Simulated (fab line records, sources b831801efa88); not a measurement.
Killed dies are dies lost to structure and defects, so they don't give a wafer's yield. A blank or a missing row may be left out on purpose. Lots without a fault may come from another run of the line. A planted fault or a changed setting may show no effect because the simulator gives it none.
A struck lot beside a sound one | flow sfq_line | 41 steps out of a route of 325
Sound: wafers L224.3, L224.4, L224.6. Struck: wafers L227.4, L227.6. (L227.2 of the same lot was not struck and is left out.) The cause comes at the end.
At each step with rows: each side's tool, then ch and its chambers, then its first start. Under that, the readings that differ: sound wafers | struck wafers | difference of the means | sigmas: that difference in standard deviations of wafers without a fault.
alike: readings whose means differ by less than 2 such deviations, and words and numbers that are the same on both sides. not compared: withheld readings, readings that some wafer has no value for, bounds like >300 that may hide the same value, and numbers for which the record gives no deviation and whose values overlap.
The two part at a step that has a row with sigmas, a row that says differs or no value, or rows on one side only. Numbers that don't overlap but have no deviation are shown without sigmas and don't part them. A reading that every wafer of one side lacks parts them only if that side has two wafers or more.

first, 6 steps without rows for these wafers: SFQ_TRILAYER_L0_VIA_LITHO_COAT_018 (resist thk 62 nm); SFQ_TRILAYER_L0_VIA_LITHO_COAT_013 (resist thk 650 nm); SFQ_TRILAYER_L0_VIA_LITHO_SOFTBAKE_017; SFQ_TRILAYER_L0_VIA_LITHO_EXPOSE_014 (exposes mask L0V, target cd 700 nm); SFQ_TRILAYER_L0_VIA_LITHO_PEB_016 (peb time 60 s); SFQ_TRILAYER_L0_VIA_LITHO_DEVELOP_015 (time 60 s).
SFQ_L0V_OVL_MEAS_903:
  sound on overlay-01, day 9 23:49; struck on overlay-02, day 10 20:12
  alike: L0V_OVL
then, 1 step without rows for these wafers: SFQ_TRILAYER_L0_VIA_BARC_OPEN_VIA_ETCH_021 (etches BARC in O2, target depth 125 nm, time 41.7 s).
SFQ_TRILAYER_L0_VIA_ETCH_VIA_ETCH_016: etches SiO2 in CHF3, stops on MoNx KI, target depth 80 nm.
  sound on rie_diel-01 ch 0,1, day 9 23:52; struck on rie_diel-01 ch 1,3, day 10 20:16
  alike: drypump_motor_current_A, oes_product_au
then, 3 steps without rows for these wafers: SFQ_TRILAYER_L0_VIA_STRIP_STRIP_017 (strips in O2); SFQ_TRILAYER_L0_VIA_STRIP_SOLV_CLEAN_018 (cleans in NMP, time 600 s); SFQ_TRILAYER_M0_DEP_PRE_CLEAN_020 (time 15 s).
SFQ_TRILAYER_M0_DEP_SPUTTER_019: material Nb, target thk 200 nm, time 133.3 s.
  sound on pvd_sputter-06, day 10 00:54; struck on pvd_sputter-06, day 10 21:07
  reading                                             | sound             | struck      | difference | sigmas
  model.Nb_of_TRILAYER_M0_DEP_SPUTTER_019.thk_nm (nm) | 200.3 198.8 197.8 | 190.7 190.3 | -8.5       |
  alike: base_pressure_pa, substrate_temp_c, throttle_valve_pct
SFQ_M0_RS_MEAS_904: measures by four-point-probe.
  sound on film_metro-01, day 10 01:02; struck on film_metro-02, day 10 21:31
  reading           | sound             | struck      | difference | sigmas
  M0_NB_RS (ohm/sq) | 0.888 0.894 0.900 | 0.932 0.936 | +0.040     | +5
  not compared: hold
then, 5 steps without rows for these wafers: SFQ_TRILAYER_M0_LITHO_COAT_021 (resist thk 600 nm); SFQ_TRILAYER_M0_LITHO_SOFTBAKE_025; SFQ_TRILAYER_M0_LITHO_EXPOSE_022 (exposes mask M0, target cd 500 nm); SFQ_TRILAYER_M0_LITHO_PEB_024 (peb time 60 s); SFQ_TRILAYER_M0_LITHO_DEVELOP_023 (time 60 s).
-- the record jumps here: 4 days lie between the struck wafers' starts before and after --
SFQ_M0_OVL_MEAS_906:
  sound on overlay-02, day 14 10:33; struck on overlay-01, day 15 06:07
  alike: M0_OVL
SFQ_TRILAYER_M0_BARC_OPEN_METAL_ETCH_031: etches BARC in O2, target depth 125 nm, time 41.7 s.
  sound on rie_metal-04 ch 0,1, day 14 10:35; struck on rie_metal-03 ch 0,1, day 15 06:09
  alike: drypump_motor_current_A, oes_product_au
  not compared: rf_hours_counter_h
SFQ_TRILAYER_M0_ETCH_METAL_ETCH_024: etches Nb in Cl2/Ar, stops on SiO2, target depth 240 nm, time 120 s.
  sound on rie_metal-04 ch 0,1, day 14 10:40; struck on rie_metal-03 ch 0,1, day 15 06:13
  reading               | sound             | struck      | difference | sigmas
  oes_product_au (a.u.) | 0.893 0.892 0.887 | 0.872 0.869 | -0.020     | -3
  alike: drypump_motor_current_A
  not compared: rf_hours_counter_h
then, 4 steps without rows for these wafers: SFQ_TRILAYER_M0_STRIP_STRIP_025 (strips in O2); SFQ_TRILAYER_M0_STRIP_SOLV_CLEAN_026 (cleans in NMP, time 600 s); SFQ_TRILAYER_I0_DEP_PECVD_027 (deposits SiO2 from SiH4/N2O, time 111.11 s, target thk 500 nm); SFQ_TRILAYER_I0_CMP_CMP_028 (polishes SiO2).
SFQ_I0_BOW_MEAS_907:
  sound on film_metro-02, day 14 16:37; struck on film_metro-04, day 15 15:14
  alike: I0_BOW
SFQ_TRILAYER_I0_METRO_MEASURE_029:
  sound on film_metro-02, day 14 17:06; struck on film_metro-04, day 15 15:32
  alike: thk_nm
then, 6 steps without rows for these wafers: SFQ_TRILAYER_I0_VIA_LITHO_COAT_036 (resist thk 62 nm); SFQ_TRILAYER_I0_VIA_LITHO_COAT_031 (resist thk 650 nm); SFQ_TRILAYER_I0_VIA_LITHO_SOFTBAKE_035; SFQ_TRILAYER_I0_VIA_LITHO_EXPOSE_032 (exposes mask I0, target cd 500 nm); SFQ_TRILAYER_I0_VIA_LITHO_PEB_034 (peb time 60 s); SFQ_TRILAYER_I0_VIA_LITHO_DEVELOP_033 (time 60 s).
-- the record jumps here: 6 days lie between the struck wafers' starts before and after --
SFQ_I0_OVL_MEAS_908:
  sound on overlay-01, day 20 04:13; struck on overlay-01, day 21 10:57
  reading     | sound    | struck | difference | sigmas
  I0_OVL (nm) | -4 -8 -6 | 9 4    | +12        | +2
SFQ_TRILAYER_I0_VIA_BARC_OPEN_VIA_ETCH_046: etches BARC in O2, target depth 125 nm, time 41.7 s.
  sound on rie_diel-04 ch 1,3, day 20 04:14; struck on rie_diel-04 ch 0,2, day 21 10:59
  alike: drypump_motor_current_A, oes_product_au
  not compared: rf_hours_counter_h
SFQ_TRILAYER_I0_VIA_ETCH_VIA_ETCH_034: etches SiO2 in CHF3, stops on Nb, target depth 260 nm.
  sound on rie_diel-04 ch 1,3, day 20 04:16; struck on rie_diel-04 ch 0,2, day 21 11:01
  alike: drypump_motor_current_A, oes_product_au
then, 3 steps without rows for these wafers: SFQ_TRILAYER_I0_VIA_STRIP_STRIP_035 (strips in O2); SFQ_TRILAYER_I0_VIA_STRIP_SOLV_CLEAN_036 (cleans in NMP, time 600 s); SFQ_TRILAYER_M1_DEP_PRE_CLEAN_038 (time 22.5 s).
-- the record jumps here: 58 days lie between the struck wafers' starts before and after --
SFQ_M8_BOW_MEAS_951:
  sound on film_metro-03, day 78 00:40; struck on film_metro-02, day 79 03:53
  reading                 | sound                | struck        | difference | sigmas
  model.etest.m0.ohm_um   | 1.777 1.786 1.799    | 1.862 1.867   | +0.077     |
  model.etest.i0.link_ohm | 1.941 1.95 1.952     | 2.002 1.997   | +0.052     |
  model.etest.m0.ohm_sq   | 0.8879 0.8949 0.8994 | 0.9326 0.9344 | +0.0394    |
  alike: M8_BOW

WHERE THEY PART
First at SFQ_M0_RS_MEAS_904; last, within this record, at SFQ_I0_OVL_MEAS_908. Later steps at which nothing parts them and some readings are alike: SFQ_TRILAYER_I0_VIA_BARC_OPEN_VIA_ETCH_046, SFQ_TRILAYER_I0_VIA_ETCH_VIA_ETCH_034, SFQ_M8_BOW_MEAS_951.

WHY: what the simulator had put in
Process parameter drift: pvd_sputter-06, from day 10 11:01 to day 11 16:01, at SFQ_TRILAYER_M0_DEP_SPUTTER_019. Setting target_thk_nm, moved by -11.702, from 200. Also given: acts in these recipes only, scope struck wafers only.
